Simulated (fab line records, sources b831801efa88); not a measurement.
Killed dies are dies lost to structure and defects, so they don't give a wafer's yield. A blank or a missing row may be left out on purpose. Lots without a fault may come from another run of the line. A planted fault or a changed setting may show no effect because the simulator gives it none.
Chamber matching | flow gf180mcu | GF_MIM_CVD_05 on pecvd-01: 3 sister chambers
The step deposits Si3N4, target thk 42 nm, time 29.086 s. 16 wafers are shown with their chamber, then 8 later ones without.

WAFERS WITH THEIR CHAMBER
wafer  | chamber | heater_power_w (W)
L716.1 | 0       | 635
L716.4 | 1       | 628
L716.6 | 0       | 625
L717.1 | 2       | 669
L717.2 | 1       | 590
L717.5 | 1       | 590
L721.1 | 0       | 574
L721.5 | 1       | 634
L721.6 | 2       | 665
L722.3 | 1       | 596
L722.4 | 1       | 592
L722.6 | 0       | 588
L728.1 | 1       | 590
L728.2 | 2       | 780
L728.5 | 0       | 671
L731.1 | 1       | 643

SIGNATURES (means of the wafers above)
reading        | chamber 0 | chamber 1 | chamber 2 | scatter within a chamber
heater_power_w | 618.60    | 607.88    | 704.67    | 37.4
Rule: a wafer's distance from a chamber is the root of the sum, over the readings, of the square of ((its reading less the chamber's mean) divided by the reading's scatter). The wafer belongs to the nearest chamber; if the next one is less than 2 further off, it can't be placed. The scatter: the root of (the sum of the squares of (reading less its chamber's mean) over the shown wafers, divided by (wafers less chambers)).

WAFERS WITHOUT THEIR CHAMBER
wafer  | heater_power_w (W)
L731.4 | 677
L731.5 | 623
L737.1 | 540
L737.3 | 680
L737.6 | 531
L739.1 | 573
L739.2 | 730
L739.6 | 557

WHICH CHAMBER EACH WENT THROUGH
wafer  | from the rows above          | in truth
L731.4 | can't be placed: 2 or 0 or 1 | 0
L731.5 | can't be placed: 0 or 1      | 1
L737.1 | can't be placed: 1 or 0      | 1
L737.3 | can't be placed: 2 or 0 or 1 | 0
L737.6 | can't be placed: 1 or 0      | 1
L739.1 | can't be placed: 1 or 0      | 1
L739.2 | 2                            | 2
L739.6 | can't be placed: 1 or 0      | 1
Placed correctly: 1 of 8. Can't be placed from these rows: 7 (the true chamber is among the candidates in 7). Placed wrongly: 0.
